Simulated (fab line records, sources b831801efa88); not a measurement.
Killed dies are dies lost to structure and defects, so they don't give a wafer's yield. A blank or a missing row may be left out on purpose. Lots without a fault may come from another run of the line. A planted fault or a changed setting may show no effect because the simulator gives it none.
Which tool did it? | flow gf180mcu | 6 lots, 18 wafers sampled, at 2 steps of a route of 602

WHAT THE GAUGES READ, wafer by wafer
GF_V5_THK_MEAS_03.
lot  | measured     | on            | V5_CVD_02_THK (nm)
L756 | day 26 15:40 | film_metro-01 | 1454 1442 1466
L761 | day 28 11:29 | film_metro-01 | 1421 1417 1442
L766 | day 29 22:08 | film_metro-02 | 1470 1472 1488
L770 | day 31 02:50 | film_metro-02 | 1447 1443 1472
L774 | day 32 02:17 | film_metro-03 | 1430 1484 1455
L776 | day 32 13:49 | film_metro-03 | 1464 1475 1484

WHICH TOOL RAN EACH LOT (tool, then ch and the chambers of the sampled wafers, then the start)
lot  | GF_M4_SPUTTER_01
L756 | pvd_sputter-03, day 22 19:36
L761 | pvd_sputter-03, day 24 19:45
L766 | pvd_sputter-02, day 26 09:56
L770 | pvd_sputter-04, day 27 18:16
L774 | pvd_sputter-02, day 28 18:16
L776 | pvd_sputter-03, day 29 08:11
- GF_M4_SPUTTER_01: material TiN, target thk 30 nm, time 25 s.

THE ANSWER, worked out from the rows above alone
Rule: what is usual is taken from the lots themselves. Put in order of their means at a reading, lots are off if they are a third of the lots or fewer, leave a main group of 4 or more, and stand apart from it by a gap of 3 or more times the standard deviation of the main group's means; of several such gaps the widest counts. A main group whose means are all the same, to the digits that the tables above print for the reading, isn't used. A lot without any number at a reading at which 4 lots or more have one is off too. The other lots that the step has rows for count as sound.
No lot is off at any reading shown: from this, nothing can be told.

WHAT THE SIMULATOR HAD PUT IN
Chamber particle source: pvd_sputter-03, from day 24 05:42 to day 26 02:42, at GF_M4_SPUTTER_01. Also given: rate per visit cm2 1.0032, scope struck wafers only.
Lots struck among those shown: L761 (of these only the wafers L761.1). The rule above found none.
